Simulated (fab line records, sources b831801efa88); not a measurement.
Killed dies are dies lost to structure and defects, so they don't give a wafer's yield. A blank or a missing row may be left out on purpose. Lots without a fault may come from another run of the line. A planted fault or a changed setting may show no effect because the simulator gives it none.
fab line records | flow gf180mcu
record lots=5 wafers=15 last_day=32
route steps=602 shown V1@335 M2@362
lots that met no fault: from a run of the same line without faults
start_h: hours from the record's first day to the start of the lot's first wafer shown | wait_h: hours since the lot's step before | " the same as in the row above | L1.1+2: a row that stands for several wafers | - no value, or no start given | * or withheld: withheld | < > ~ a bound
route shown NAME@n: a module of which the file shows steps, and the number in the route of the first | usual: mean/standard deviation of fault-free wafers | same: alike in all rows | chamber/n: place in a boat | sites: the reading at each site | _std_site: their standard deviation | _edge_site: outer sites' mean less inner sites' | radius_mm: how far each site lies from the wafer's centre | mask NAME#n: copy n | behind: the tool/chamber that last shaped the wafer | hold: why the lot was held/for how many hours/how that ended | device: the transistor (n, p or np) that didn't switch | end of line: the same wafers' tests at the end of the route | a step without rows: its recipe alone | killed: dies lost to structure and defects at the first sort, not the wafer's yield | map: a wafer's dies, x killed, . not, _ none there
set.NAME: the setting as run; set.NAME@STEP: as run at that earlier step | model.NAME: the simulator's own value behind a step, which no gauge read
lots at some steps of the route; a table a step, a row a wafer
services: from which hour (start_h, from the record's first day; less than 0 if before it) a tool's chamber was out of use, for how many hours, and why
## steps
# step GF_V1_CVD_00
# recipe material=SiO2 target_thk_nm=600 sigma_open_frac=0.3 temp_c=400 time_s=100 sih4_flow_sccm=60 pressure_mtorr=6
# usual susceptor_temp_C=400.00/0.22
# columns lot.wafer tool chamber start_h wait_h susceptor_temp_C
L077.1 hdpcvd-02 1 412.94 0.0 400.04
L077.2 " 0 " " 400.24
L077.4 " 1 " " 400.04
L083.2 hdpcvd-01 2 469.34 0.0 399.76
L083.3 " 0 " " 400.01
L083.5 " 0 " " 399.97
L086.1 hdpcvd-02 2 497.34 0.0 400.06
L086.3 " 0 " " 400.30
L086.5 " 0 " " 400.13
L087.1 hdpcvd-02 0 505.77 0.0 400.42
L087.3 " 1 " " 399.91
L087.6 " 1 " " 399.97
L090.2 hdpcvd-02 1 527.47 0.0 399.64
L090.4 " 1 " " 399.85
L090.5 " 0 " " 399.91
# step GF_V1_THK_MEAS_01
# recipe reads=SiO2_of_V1_CVD_00
# usual V1_CVD_00_THK=601/6
# columns lot.wafer tool chamber start_h wait_h V1_CVD_00_THK[nm]
L077.1 film_metro-02 - 413.01 0.0 596
L077.2 " - " " 599
L077.4 " - " " 595
L083.2 film_metro-03 - 469.42 0.0 602
L083.3 " - " " 604
L083.5 " - " " 607
L086.1 film_metro-02 - 497.41 0.0 598
L086.3 " - " " 587
L086.5 " - " " 589
L087.1 film_metro-02 - 505.84 0.0 600
L087.3 " - " " 593
L087.6 " - " " 594
L090.2 film_metro-03 - 527.55 0.0 600
L090.4 " - " " 602
L090.5 " - " " 602
# step GF_V1_CVD_02
# recipe material=SiO2 target_thk_nm=850 precursor=TEOS temp_c=400 time_s=94.851 rf_w=600
# usual heater_power_w=598/64 susceptor_temp_C=400.02/0.21
# columns lot.wafer tool chamber start_h wait_h heater_power_w susceptor_temp_C
L077.1 pecvd-04 1 413.07 0.1 596 400.19
L077.2 " 0 " " 515 400.21
L077.4 " 2 " " 640 400.05
L083.2 pecvd-03 1 469.47 0.0 567 399.80
L083.3 " 2 " " 618 399.66
L083.5 " 0 " " 657 399.95
L086.1 pecvd-03 1 497.47 0.1 525 400.36
L086.3 " 0 " " 596 400.08
L086.5 " 0 " " 638 400.19
L087.1 pecvd-02 1 505.90 0.1 571 399.99
L087.3 " 2 " " 654 399.97
L087.6 " 2 " " 685 400.06
L090.2 pecvd-02 0 527.60 0.0 682 400.03
L090.4 " 2 " " 665 400.41
L090.5 " 1 " " 554 400.16
# step GF_V1_THK_MEAS_03
# recipe reads=SiO2_of_V1_CVD_02
# usual V1_CVD_02_THK=852/11
# columns lot.wafer tool chamber start_h wait_h V1_CVD_02_THK[nm]
L077.1 film_metro-02 - 413.14 0.0 840
L077.2 " - " " 840
L077.4 " - " " 857
L083.2 film_metro-02 - 469.55 0.0 860
L083.3 " - " " 873
L083.5 " - " " 858
L086.1 film_metro-03 - 497.54 0.0 838
L086.3 " - " " 845
L086.5 " - " " 844
L087.1 film_metro-04 - 505.97 0.0 853
L087.3 " - " " 858
L087.6 " - " " 877
L090.2 film_metro-04 - 527.68 0.0 851
L090.4 " - " " 856
L090.5 " - " " 847
# step GF_V1_CMP_04
# recipe material=SiO2 down_force_psi=4 platen_rpm=60 pad_velocity_m_s=0.94248
# usual motor_current_A=12.4/0.82 time_to_endpoint_s=79/5.3
# columns lot.wafer tool chamber start_h wait_h motor_current_A time_to_endpoint_s
L077.4 cmp-01 3 413.25 0.1 11.9 80
L077.1 " 0 " " 12.4 75
L077.2 " 1 " " 11.1 72
L083.2 cmp-02 3 469.70 0.1 13.3 86
L083.3 " 0 " " 12.5 91
L083.5 " 2 " " 11.9 81
L086.1 cmp-02 2 497.60 0.1 11.9 76
L086.3 " 0 " " 12.3 83
L086.5 " 3 " " 13.7 78
L087.1 cmp-01 2 506.03 0.1 13.4 78
L087.3 " 1 " " 11.3 80
L087.6 " 3 " " 12.5 88
L090.4 cmp-01 3 527.84 0.1 12.3 80
L090.2 " 0 " " 11.8 78
L090.5 " 3 " " 12.1 76
# step GF_V1_BOW_MEAS_05
# recipe mode=bow
# usual V1_BOW=82/8.2
# columns lot.wafer tool chamber start_h wait_h V1_BOW[um]
L077.1 film_metro-03 - 413.50 0.1 63
L077.2 " - " " 80
L077.4 " - " " 73
L083.2 film_metro-04 - 469.92 0.2 87
L083.3 " - " " 93
L083.5 " - " " 88
L086.1 film_metro-04 - 497.90 0.2 88
L086.3 " - " " 76
L086.5 " - " " 85
L087.1 film_metro-03 - 506.33 0.2 84
L087.3 " - " " 80
L087.6 " - " " 100
L090.2 film_metro-02 - 528.11 0.2 89
L090.4 " - " " 78
L090.5 " - " " 72
# step GF_V1_DEHYDRATE_06
# recipe temp_c=200 time_s=60
# columns lot.wafer tool chamber start_h wait_h
L077.1+2+4 litho_track-03 0 425.18 11.7
L083.2+3+5 litho_track-04 0 482.03 12.1
L086.1+3+5 litho_track-03 0 509.52 11.6
L087.1+3+6 litho_track-03 0 516.47 10.1
L090.2+4+5 litho_track-04 0 538.23 10.1
# step GF_V1_HMDS_07
# recipe prime_time_s=60 prime_temp_c=120
# columns lot.wafer tool chamber start_h wait_h
L077.1+2+4 litho_track-03 0 425.33 0.1
L083.2+3+5 litho_track-04 0 482.18 0.1
L086.1+3+5 litho_track-03 0 509.67 0.1
L087.1+3+6 litho_track-03 0 516.62 0.1
L090.2+4+5 litho_track-04 0 538.38 0.1
# step GF_V1_COAT_08
# recipe resist=BARC temp_c=withheld time_s=withheld spin_rpm=withheld resist_thk_nm=withheld
# columns lot.wafer tool chamber start_h wait_h
L077.1+2+4 litho_track-03 0 425.48 0.1
L083.2+3+5 litho_track-04 0 482.33 0.1
L086.1+3+5 litho_track-03 0 509.82 0.1
L087.1+3+6 litho_track-03 0 516.77 0.1
L090.2+4+5 litho_track-04 0 538.53 0.1
# step GF_V1_COAT_09
# recipe resist=KrF spin_rpm=withheld resist_thk_nm=1000
# columns lot.wafer tool chamber start_h wait_h
L077.1+2+4 litho_track-03 0 - -
L083.2+3+5 litho_track-04 0 - -
L086.1+3+5 litho_track-03 0 - -
L087.1+3+6 litho_track-03 0 - -
L090.2+4+5 litho_track-04 0 - -
# step GF_V1_SOFTBAKE_10
# recipe temp_c=130 time_s=60 resist=KrF
# columns lot.wafer tool chamber start_h wait_h
L077.1+2+4 litho_track-03 0 - -
L083.2+3+5 litho_track-04 0 - -
L086.1+3+5 litho_track-03 0 - -
L087.1+3+6 litho_track-03 0 - -
L090.2+4+5 litho_track-04 0 - -
# step GF_V1_EXPOSE_11
# recipe mask_id=Via1 target_cd_nm=260 na=0.68 source_shape=conventional sigma_outer=0.6 dose_mj=38
# same na=0.68 sigma_outer=0.6
# columns lot.wafer tool chamber start_h wait_h mask
L077.1+2+4 krf_scanner-01 0 - - Via1#0
L083.2+3+5 krf_scanner-01 0 - - Via1#0
L086.1+3+5 krf_scanner-02 0 - - Via1#0
L087.1+3+6 krf_scanner-01 0 - - Via1#0
L090.2+4+5 krf_scanner-02 0 - - Via1#0
# step GF_V1_PEB_12
# recipe peb_temp_c=135 peb_time_s=90 resist=KrF
# columns lot.wafer tool chamber start_h wait_h
L077.1+2+4 litho_track-01 0 - -
L083.2+3+5 litho_track-01 0 - -
L086.1+3+5 litho_track-04 0 - -
L087.1+3+6 litho_track-01 0 - -
L090.2+4+5 litho_track-03 0 - -
# step GF_V1_DEVELOP_13
# recipe develop_time_s=60 resist=KrF dev_temp_c=21
# columns lot.wafer tool chamber start_h wait_h
L077.1+2+4 litho_track-01 0 437.99 0.2
L083.2+3+5 litho_track-01 0 493.86 0.2
L086.1+3+5 litho_track-04 0 520.91 0.2
L087.1+3+6 litho_track-01 0 528.69 0.2
L090.2+4+5 litho_track-03 0 549.75 0.2
# step GF_V1_CD_MEAS_14
# recipe target_cd_nm=260
# usual cd_nm=260.4/0.92
# columns lot.wafer tool chamber start_h wait_h cd_nm
L077.1 cd_sem-01 - 438.14 0.1 259.9
L077.2 " - " " 260.8
L077.4 " - " " 259.4
L083.2 cd_sem-02 - 494.01 0.1 260.1
L083.3 " - " " 259.5
L083.5 " - " " 260.8
L086.1 cd_sem-01 - 521.06 0.1 259.8
L086.3 " - " " 260.0
L086.5 " - " " 259.6
L087.1 cd_sem-01 - 528.84 0.1 261.2
L087.3 " - " " 260.7
L087.6 " - " " 259.8
L090.2 cd_sem-01 - 549.89 0.1 261.3
L090.4 " - " " 260.3
L090.5 " - " " 260.4
# step GF_V1_OVL_MEAS_15
# usual V1_OVL=2/5.6
# columns lot.wafer tool chamber start_h wait_h V1_OVL[nm]
L077.1 overlay-01 - 438.26 0.1 0
L077.2 " - " " -1
L077.4 " - " " -5
L083.2 overlay-02 - 494.11 0.1 10
L083.3 " - " " 10
L083.5 " - " " 5
L086.1 overlay-01 - 521.18 0.1 -5
L086.3 " - " " -5
L086.5 " - " " 1
L087.1 overlay-02 - 528.96 0.1 4
L087.3 " - " " 3
L087.6 " - " " 9
L090.2 overlay-02 - 550.00 0.1 -4
L090.4 " - " " 3
L090.5 " - " " 0
# step GF_V1_ETCH_16
# recipe chemistry=N2/H2 target_depth_a=withheld overetch_a=withheld time_s=withheld target=BARC ion_energy_ev=200 source_w=500 bias_w=100 pressure_mtorr=30 n2_flow_sccm=100 h2_flow_sccm=200
# usual drypump_motor_current_A=6.1/0.41 oes_product_au=0.855/0.005 throttle_valve_pct=13.226/0.0093
# columns lot.wafer tool chamber start_h wait_h drypump_motor_current_A oes_product_au throttle_valve_pct
L077.1 rie_diel-04 3 438.29 0.0 6.2 0.856 13.228
L077.2 " 2 " " 6.5 0.861 13.238
L077.4 " 0 " " 6.4 0.854 13.208
L083.2 rie_diel-04 3 494.14 0.0 6.2 0.846 13.235
L083.3 " 1 " " 6.5 0.861 13.207
L083.5 " 0 " " 6.5 0.855 13.218
L086.1 rie_diel-04 3 521.21 0.0 6.2 0.849 13.226
L086.3 " 2 " " 6.5 0.853 13.205
L086.5 " 3 " " 6.2 0.856 13.233
L087.1 rie_diel-03 2 528.99 0.0 6.0 0.856 13.222
L087.3 " 0 " " 6.1 0.860 13.226
L087.6 " 1 " " 6.0 0.852 13.217
L090.2 rie_diel-03 0 550.03 0.0 6.1 0.855 13.233
L090.4 " 1 " " 6.0 0.860 13.239
L090.5 " 3 " " 5.4 0.855 13.246
# step GF_V1_ETCH_17
# recipe chemistry=C4F8/O2/Ar mask_material=KrF target=SiO2 stop_on=TiN source_w=1500 bias_w=1200 pressure_mtorr=40 c4f8_flow_sccm=withheld O2_flow_sccm=6 Ar_flow_sccm=300 time_s=withheld target_depth_a=6300
# usual oes_product_au=0.856/0.0052
# columns lot.wafer tool chamber start_h wait_h oes_product_au
L077.1 rie_diel-04 3 - - 0.852
L077.2 " 2 " " 0.862
L077.4 " 0 " " 0.853
L083.2 rie_diel-04 3 - - 0.858
L083.3 " 1 " " 0.851
L083.5 " 0 " " 0.850
L086.1 rie_diel-04 3 - - 0.852
L086.3 " 2 " " 0.866
L086.5 " 3 " " 0.859
L087.1 rie_diel-03 2 - - 0.853
L087.3 " 0 " " 0.851
L087.6 " 1 " " 0.854
L090.2 rie_diel-03 0 - - 0.857
L090.4 " 1 " " 0.855
L090.5 " 3 " " 0.858
# step GF_V1_STRIP_18
# recipe chemistry=O2/N2 power_w=1400 pressure_mtorr=1500 platen_temp_c=250 o2_flow_sccm=3000 n2_flow_sccm=300 overash_fraction=0.5
# usual drypump_motor_current_A=5.48/0.3 heater_power_w=335/14 oes_product_au=0.592/0.0045
# columns lot.wafer tool chamber start_h wait_h drypump_motor_current_A heater_power_w oes_product_au rf_hours_counter_h
L077.1 plasma_asher-02 0 438.42 - 5.59 364 0.598 34
L077.2 " 1 " " 5.02 310 0.590 34
L077.4 " 1 " " 5.00 302 0.605 -
L083.2 plasma_asher-02 1 494.27 - 5.01 313 0.589 40
L083.3 " 1 " " 5.01 315 0.599 -
L083.5 " 1 " " 5.01 308 0.593 -
L086.1 plasma_asher-03 1 521.34 - 5.25 330 0.589 71
L086.3 " 0 " " 5.86 339 0.593 -
L086.5 " 1 " " 5.27 327 0.594 -
L087.1 plasma_asher-04 1 529.12 - 5.76 334 0.590 9
L087.3 " 0 " " 5.34 324 0.594 -
L087.6 " 1 " " 5.74 344 0.581 -
L090.2 plasma_asher-03 1 550.16 - 5.26 336 0.592 73
L090.4 " 1 " " 5.24 322 0.587 -
L090.5 " 0 " " 5.84 348 0.592 -
# step GF_V1_STRIP_19
# recipe chemistry=post_etch_residue_remover time_s=1200 temp_c=72.5
# columns lot.wafer tool chamber start_h wait_h
L077.1+2+4 wet_bench-01 3 438.52 0.1
L083.2+3+5 wet_bench-01 1 494.37 0.1
L086.1+3+5 wet_bench-02 0 521.44 0.1
L087.1+3+6 wet_bench-02 2 529.22 0.1
L090.2+4+5 wet_bench-02 2 550.26 0.1
# step GF_V1_CLEAN_20
# recipe chemistry=DIW dry=n2_spin
# columns lot.wafer tool chamber start_h wait_h
L077.1+2+4 wet_bench-02 2 438.86 0.0
L083.2+3+5 wet_bench-02 0 494.74 0.0
L086.1+3+5 wet_bench-01 3 521.78 0.0
L087.1+3+6 wet_bench-01 2 529.59 0.0
L090.2+4+5 wet_bench-01 0 550.60 0.0
# step GF_V1_SPUTTER_21
# recipe material=Ti target_thk_nm=15 chamber_pressure_pa=5 power_w=2500 substrate_temp_c=200 time_s=80.02
# usual cathode_dc_power_W=2500.0/0.42 throttle_valve_pct=30.1/0.93
# columns lot.wafer tool chamber start_h wait_h cathode_dc_power_W throttle_valve_pct
L077.1 pvd_sputter-02 - 438.96 0.0 2501.1 29.5
L077.2 " - " " 2499.9 29.6
L077.4 " - " " 2500.6 31.4
L083.2 pvd_sputter-03 - 494.84 0.0 2500.1 28.3
L083.3 " - " " 2500.5 29.6
L083.5 " - " " 2499.5 28.2
L086.1 pvd_sputter-02 - 521.87 0.0 2500.2 29.7
L086.3 " - " " 2500.5 30.3
L086.5 " - " " 2500.1 30.3
L087.1 pvd_sputter-04 - 529.69 0.0 2499.2 30.5
L087.3 " - " " 2500.0 30.7
L087.6 " - " " 2500.2 30.1
L090.2 pvd_sputter-02 - 550.78 0.0 2500.9 29.6
L090.4 " - " " 2499.5 30.3
L090.5 " - " " 2500.2 31.4
# step GF_V1_SPUTTER_22
# recipe material=TiN target_thk_nm=10 chamber_pressure_pa=5 power_w=4000 time_s=40
# usual cathode_dc_power_W=4000.0/0.74 throttle_valve_pct=30.1/0.91
# columns lot.wafer tool chamber start_h wait_h cathode_dc_power_W throttle_valve_pct
L077.1 pvd_sputter-02 - 439.02 0.0 4000.3 29.5
L077.2 " - " " 3998.7 29.7
L077.4 " - " " 4000.2 31.3
L083.2 pvd_sputter-03 - 494.91 0.0 3999.5 28.2
L083.3 " - " " 4000.7 29.2
L083.5 " - " " 4000.1 28.3
L086.1 pvd_sputter-02 - 521.94 0.0 3999.4 29.7
L086.3 " - " " 4000.7 30.1
L086.5 " - " " 3999.7 30.1
L087.1 pvd_sputter-04 - 529.75 0.0 3999.5 30.7
L087.3 " - " " 4000.3 30.9
L087.6 " - " " 4000.7 29.9
L090.2 pvd_sputter-02 - 550.84 0.0 4000.6 29.4
L090.4 " - " " 3998.6 30.1
L090.5 " - " " 3999.7 31.5
# step GF_V1_CVD_23
# recipe material=W target_thk_nm=350 time_s=105.05 temp_c=400 pressure_torr=40
# usual heater_power_w=906/100 susceptor_temp_C=400.06/0.22
# columns lot.wafer tool chamber start_h wait_h heater_power_w susceptor_temp_C
L077.1 cvd_w-01 1 439.06 0.0 1020 399.75
L077.2 " 0 " " 868 400.09
L077.4 " 0 " " 867 400.06
L083.2 cvd_w-02 0 494.94 0.0 964 399.98
L083.3 " 1 " " 747 399.55
L083.5 " 0 " " 975 399.92
L086.1 cvd_w-01 1 521.97 0.0 1022 399.96
L086.3 " 1 " " 1015 400.26
L086.5 " 0 " " 873 399.69
L087.1 cvd_w-01 0 529.79 0.0 863 399.93
L087.3 " 0 " " 885 400.01
L087.6 " 1 " " 1026 399.55
L090.2 cvd_w-02 0 550.88 0.0 954 400.03
L090.4 " 0 " " 968 399.98
L090.5 " 0 " " 958 400.16
# step GF_V1_RS_MEAS_24
# recipe thk_meas_gauge=four-point-probe reads=W_of_V1_CVD_23+TiN_of_V1_SPUTTER_22+Ti_of_V1_SPUTTER_21
# usual V1_W_RS=0.325/0.0047
# columns lot.wafer tool chamber start_h wait_h V1_W_RS[ohm/sq]
L077.1 film_metro-04 - 439.17 0.1 0.325
L077.2 " - " " 0.321
L077.4 " - " " 0.322
L083.2 film_metro-04 - 495.08 0.1 0.329
L083.3 " - " " 0.324
L083.5 " - " " 0.326
L086.1 film_metro-02 - 522.09 0.1 0.325
L086.3 " - " " 0.324
L086.5 " - " " 0.318
L087.1 film_metro-04 - 529.90 0.1 0.320
L087.3 " - " " 0.318
L087.6 " - " " 0.324
L090.2 film_metro-04 - 551.02 0.1 0.327
L090.4 " - " " 0.328
L090.5 " - " " 0.328
# step GF_V1_THK_MEAS_25
# recipe thk_meas_gauge=xrf reads=W_of_V1_CVD_23
# usual V1_W_THK=342/5
# columns lot.wafer tool chamber start_h wait_h V1_W_THK[nm]
L077.1 film_metro-04 - 439.29 0.1 343
L077.2 " - " " 346
L077.4 " - " " 344
L083.2 film_metro-04 - 495.19 0.1 337
L083.3 " - " " 346
L083.5 " - " " 342
L086.1 film_metro-02 - 522.21 0.1 339
L086.3 " - " " 339
L086.5 " - " " 344
L087.1 film_metro-04 - 530.02 0.1 348
L087.3 " - " " 350
L087.6 " - " " 341
L090.2 film_metro-04 - 551.13 0.1 342
L090.4 " - " " 341
L090.5 " - " " 340
# step GF_V1_CMP_26
# recipe stop_on=SiO2 down_force_psi=3.5 platen_rpm=60 t_overpolish_s=15 target_thk_nm=0 pad_velocity_m_s=0.94248
# usual motor_current_A=11.3/0.88 overpolish_run_s=14.999/0.0092 time_to_endpoint_s=85.1/3
# columns lot.wafer tool chamber start_h wait_h motor_current_A overpolish_run_s time_to_endpoint_s
L077.4 cmp-01 1 439.35 0.0 9.7 14.986 84.2
L077.1 " 3 " " 11.2 14.998 85.2
L077.2 " 0 " " 11.3 15.000 81.8
L083.2 cmp-01 1 495.29 0.1 9.2 15.001 82.3
L083.3 " 3 " " 11.3 14.996 86.4
L083.5 " 1 " " 9.9 15.001 80.4
L086.1 cmp-01 1 522.32 0.1 10.4 14.991 84.4
L086.3 " 3 " " 11.9 15.004 85.8
L086.5 " 1 " " 9.3 15.004 81.3
L087.3 cmp-02 1 530.13 0.1 12.3 14.996 85.8
L087.1 " 3 " " 12.4 14.994 88.8
L087.6 " 0 " " 11.3 15.002 88.3
L090.2 cmp-01 1 551.18 0.0 9.5 14.992 84.9
L090.4 " 2 " " 12.1 15.009 82.8
L090.5 " 1 " " 10.0 15.001 83.1
# step GF_M2_SPUTTER_00
# recipe material=Ti target_thk_nm=37.5 arriving_ion_energy_ev=80 substrate_temp_c=200 chamber_pressure_pa=2 power_w=4000 time_s=150
# usual cathode_dc_power_W=4000.1/0.69 throttle_valve_pct=29.5/1.2
# columns lot.wafer tool chamber start_h wait_h cathode_dc_power_W throttle_valve_pct
L077.1 pvd_sputter-01 - 439.65 0.1 3999.2 27.3
L077.2 " - " " 3999.8 30.4
L077.4 " - " " 3999.4 28.3
L083.2 pvd_sputter-01 - 495.54 0.2 4000.7 30.2
L083.3 " - " " 4000.7 28.6
L083.5 " - " " 4000.1 28.5
L086.1 pvd_sputter-04 - 522.57 0.2 4000.0 29.5
L086.3 " - " " 4000.6 30.9
L086.5 " - " " 4000.4 29.5
L087.1 pvd_sputter-04 - 530.38 0.1 3998.5 29.9
L087.3 " - " " 4001.3 30.9
L087.6 " - " " 4001.0 30.8
L090.2 pvd_sputter-01 - 551.48 0.2 3998.9 27.7
L090.4 " - " " 3999.6 28.7
L090.5 " - " " 3999.9 28.5
# step GF_M2_SPUTTER_01
# recipe material=TiN target_thk_nm=30 power_w=6500 time_s=25 chamber_pressure_pa=0.4
# usual cathode_dc_power_W=6500.0/1.2 throttle_valve_pct=29.5/1.2
# columns lot.wafer tool chamber start_h wait_h cathode_dc_power_W throttle_valve_pct
L077.1 pvd_sputter-01 - 439.75 0.1 6499.4 27.5
L077.2 " - " " 6498.6 30.4
L077.4 " - " " 6498.7 28.6
L083.2 pvd_sputter-01 - 495.64 0.1 6499.2 30.4
L083.3 " - " " 6502.4 28.7
L083.5 " - " " 6501.6 28.9
L086.1 pvd_sputter-04 - 522.67 0.1 6501.3 29.5
L086.3 " - " " 6498.5 30.8
L086.5 " - " " 6502.6 29.4
L087.1 pvd_sputter-04 - 530.48 0.1 6501.3 29.9
L087.3 " - " " 6497.6 31.0
L087.6 " - " " 6501.3 30.8
L090.2 pvd_sputter-01 - 551.58 0.1 6497.6 27.9
L090.4 " - " " 6499.3 28.8
L090.5 " - " " 6499.8 28.8
# step GF_M2_SPUTTER_02
# recipe material=AlCu target_thk_nm=450 power_w=10600 time_s=23.9 chamber_pressure_pa=0.4
# usual cathode_dc_power_W=10600/2.1 throttle_valve_pct=29.5/1.2
# columns lot.wafer tool chamber start_h wait_h cathode_dc_power_W throttle_valve_pct
L077.1 pvd_sputter-01 - 439.78 0.0 10603 27.6
L077.2 " - " " 10600 30.5
L077.4 " - " " 10600 28.6
L083.2 pvd_sputter-01 - 495.67 0.0 10599 30.4
L083.3 " - " " 10598 28.8
L083.5 " - " " 10602 28.7
L086.1 pvd_sputter-04 - 522.70 0.0 10600 29.7
L086.3 " - " " 10601 30.7
L086.5 " - " " 10598 29.6
L087.1 pvd_sputter-04 - 530.51 0.0 10602 29.9
L087.3 " - " " 10604 30.9
L087.6 " - " " 10604 30.7
L090.2 pvd_sputter-01 - 551.61 0.0 10603 27.6
L090.4 " - " " 10603 28.6
L090.5 " - " " 10601 28.9
# step GF_M2_SPUTTER_03
# recipe material=Ti target_thk_nm=10 substrate_temp_c=300 chamber_pressure_pa=0.3 power_w=3000 time_s=6.7
# usual cathode_dc_power_W=3000.0/0.5 throttle_valve_pct=29.5/1.2
# columns lot.wafer tool chamber start_h wait_h cathode_dc_power_W throttle_valve_pct
L077.1 pvd_sputter-01 - 439.81 0.0 2999.2 27.6
L077.2 " - " " 2999.7 30.5
L077.4 " - " " 3000.2 28.5
L083.2 pvd_sputter-01 - 495.70 0.0 2999.8 30.4
L083.3 " - " " 2999.8 28.7
L083.5 " - " " 2999.6 28.9
L086.1 pvd_sputter-04 - 522.73 0.0 2999.4 29.3
L086.3 " - " " 3000.0 30.6
L086.5 " - " " 2999.9 29.3
L087.1 pvd_sputter-04 - 530.54 0.0 3000.4 29.7
L087.3 " - " " 3000.5 31.0
L087.6 " - " " 2999.7 30.6
L090.2 pvd_sputter-01 - 551.64 0.0 2999.7 27.8
L090.4 " - " " 3000.0 28.4
L090.5 " - " " 3000.2 28.5
# step GF_M2_SPUTTER_04
# recipe material=TiN target_thk_nm=50 power_w=6500 time_s=41.7 chamber_pressure_pa=0.4
# usual cathode_dc_power_W=6500.1/1.2 throttle_valve_pct=29.5/1.2
# columns lot.wafer tool chamber start_h wait_h cathode_dc_power_W throttle_valve_pct
L077.1 pvd_sputter-01 - 439.83 0.0 6500.8 27.5
L077.2 " - " " 6499.1 30.5
L077.4 " - " " 6500.2 28.7
L083.2 pvd_sputter-01 - 495.72 0.0 6497.4 30.6
L083.3 " - " " 6500.0 28.6
L083.5 " - " " 6500.0 28.5
L086.1 pvd_sputter-04 - 522.75 0.0 6499.7 29.6
L086.3 " - " " 6500.7 30.8
L086.5 " - " " 6500.4 29.7
L087.1 pvd_sputter-04 - 530.56 0.0 6499.5 30.1
L087.3 " - " " 6498.8 31.0
L087.6 " - " " 6498.1 30.8
L090.2 pvd_sputter-01 - 551.66 0.0 6499.0 27.5
L090.4 " - " " 6500.6 29.1
L090.5 " - " " 6496.6 28.8
# step GF_M2_RS_MEAS_05
# recipe thk_meas_gauge=four-point-probe reads=TiN_of_M2_SPUTTER_04+Ti_of_M2_SPUTTER_03+AlCu_of_M2_SPUTTER_02+TiN_of_M2_SPUTTER_01+Ti_of_M2_SPUTTER_00
# usual M2_ALCU_RS=0.0695/0.00082
# columns lot.wafer tool chamber start_h wait_h M2_ALCU_RS[ohm/sq]
L077.1 film_metro-03 - 439.87 0.0 0.0696
L077.2 " - " " 0.0693
L077.4 " - " " 0.0695
L083.2 film_metro-02 - 495.78 0.0 0.0692
L083.3 " - " " 0.0700
L083.5 " - " " 0.0703
L086.1 film_metro-03 - 522.79 0.0 0.0693
L086.3 " - " " 0.0696
L086.5 " - " " 0.0686
L087.1 film_metro-01 - 530.60 0.0 0.0695
L087.3 " - " " 0.0691
L087.6 " - " " 0.0694
L090.2 film_metro-01 - 551.72 0.0 0.0715
L090.4 " - " " 0.0709
L090.5 " - " " 0.0693
# step GF_M2_THK_MEAS_06
# recipe thk_meas_gauge=xrf reads=AlCu_of_M2_SPUTTER_02
# usual M2_ALCU_THK=451/6
# columns lot.wafer tool chamber start_h wait_h M2_ALCU_THK[nm]
L077.1 film_metro-03 - 439.99 0.1 449
L077.2 " - " " 450
L077.4 " - " " 449
L083.2 film_metro-02 - 495.89 0.1 452
L083.3 " - " " 448
L083.5 " - " " 444
L086.1 film_metro-03 - 522.91 0.1 454
L086.3 " - " " 451
L086.5 " - " " 456
L087.1 film_metro-01 - 530.72 0.1 453
L087.3 " - " " 454
L087.6 " - " " 455
L090.2 film_metro-01 - 551.83 0.1 441
L090.4 " - " " 445
L090.5 " - " " 455
# step GF_M2_DEHYDRATE_07
# recipe temp_c=200 time_s=60
# columns lot.wafer tool chamber start_h wait_h
L077.1+2+4 litho_track-04 0 452.01 12.0
L083.2+3+5 litho_track-02 0 507.18 11.3
L086.1+3+5 litho_track-04 0 534.01 11.1
L087.1+3+6 litho_track-03 0 541.32 10.6
L090.2+4+5 litho_track-03 0 561.40 9.6
# step GF_M2_HMDS_08
# recipe prime_time_s=60 prime_temp_c=120
# columns lot.wafer tool chamber start_h wait_h
L077.1+2+4 litho_track-04 0 452.16 0.1
L083.2+3+5 litho_track-02 0 507.33 0.1
L086.1+3+5 litho_track-04 0 534.16 0.1
L087.1+3+6 litho_track-03 0 541.47 0.1
L090.2+4+5 litho_track-03 0 561.55 0.1
# step GF_M2_COAT_09
# recipe resist=KrF spin_rpm=withheld resist_thk_nm=1000
# columns lot.wafer tool chamber start_h wait_h
L077.1+2+4 litho_track-04 0 452.31 0.1
L083.2+3+5 litho_track-02 0 507.48 0.1
L086.1+3+5 litho_track-04 0 534.31 0.1
L087.1+3+6 litho_track-03 0 541.62 0.1
L090.2+4+5 litho_track-03 0 561.70 0.1
# step GF_M2_SOFTBAKE_10
# recipe temp_c=130 time_s=60 resist=KrF
# columns lot.wafer tool chamber start_h wait_h
L077.1+2+4 litho_track-04 0 452.46 0.1
L083.2+3+5 litho_track-02 0 507.63 0.1
L086.1+3+5 litho_track-04 0 534.46 0.1
L087.1+3+6 litho_track-03 0 541.77 0.1
L090.2+4+5 litho_track-03 0 561.85 0.1
# step GF_M2_EXPOSE_11
# recipe mask_id=Metal2 target_cd_nm=280 na=0.68 source_shape=conventional sigma_outer=0.6 dose_mj=28
# same na=0.68 sigma_outer=0.6
# columns lot.wafer tool chamber start_h wait_h mask
L077.1+2+4 krf_scanner-02 0 - - Metal2#0
L083.2+3+5 krf_scanner-01 0 - - Metal2#0
L086.1+3+5 krf_scanner-02 0 - - Metal2#0
L087.1+3+6 krf_scanner-02 0 - - Metal2#0
L090.2+4+5 krf_scanner-02 0 - - Metal2#0
# step GF_M2_PEB_12
# recipe peb_temp_c=135 peb_time_s=90 resist=KrF
# columns lot.wafer tool chamber start_h wait_h
L077.1+2+4 litho_track-02 0 - -
L083.2+3+5 litho_track-04 0 - -
L086.1+3+5 litho_track-04 0 - -
L087.1+3+6 litho_track-04 0 - -
L090.2+4+5 litho_track-02 0 - -
## services
# columns tool chamber start_h hours kind
pvd_sputter-01 - 401.74 0.9 repair
pvd_sputter-02 - 420.35 2.8 repair
krf_scanner-02 - 423.74 0.8 pm
krf_scanner-01 - 437.29 3.7 repair
krf_scanner-01 - 441.34 29.0 repair
rie_diel-03 - 450.81 15.6 pm
krf_scanner-01 - 461.56 0.8 repair
krf_scanner-01 - 470.36 3.6 pm
krf_scanner-01 - 473.92 0.8 pm
pvd_sputter-02 - 477.57 0.7 repair
krf_scanner-02 - 494.60 1.0 pm
krf_scanner-01 - 505.89 1.3 pm
rie_diel-03 2 507.89 10.9 repair
krf_scanner-02 - 508.64 1.3 pm
pvd_sputter-01 - 528.28 6.5 repair
krf_scanner-01 - 534.35 0.4 repair
krf_scanner-01 - 536.66 3.0 pm
hdpcvd-02 - 539.25 15.0 pm
pvd_sputter-04 - 544.21 2.5 repair
krf_scanner-01 - 555.55 1.0 pm
rie_diel-04 3 567.71 4.1 repair
krf_scanner-01 - 569.95 0.5 repair
pvd_sputter-02 - 570.16 2.9 repair
cmp-01 - 572.00 4.0 pm
## key
fault none
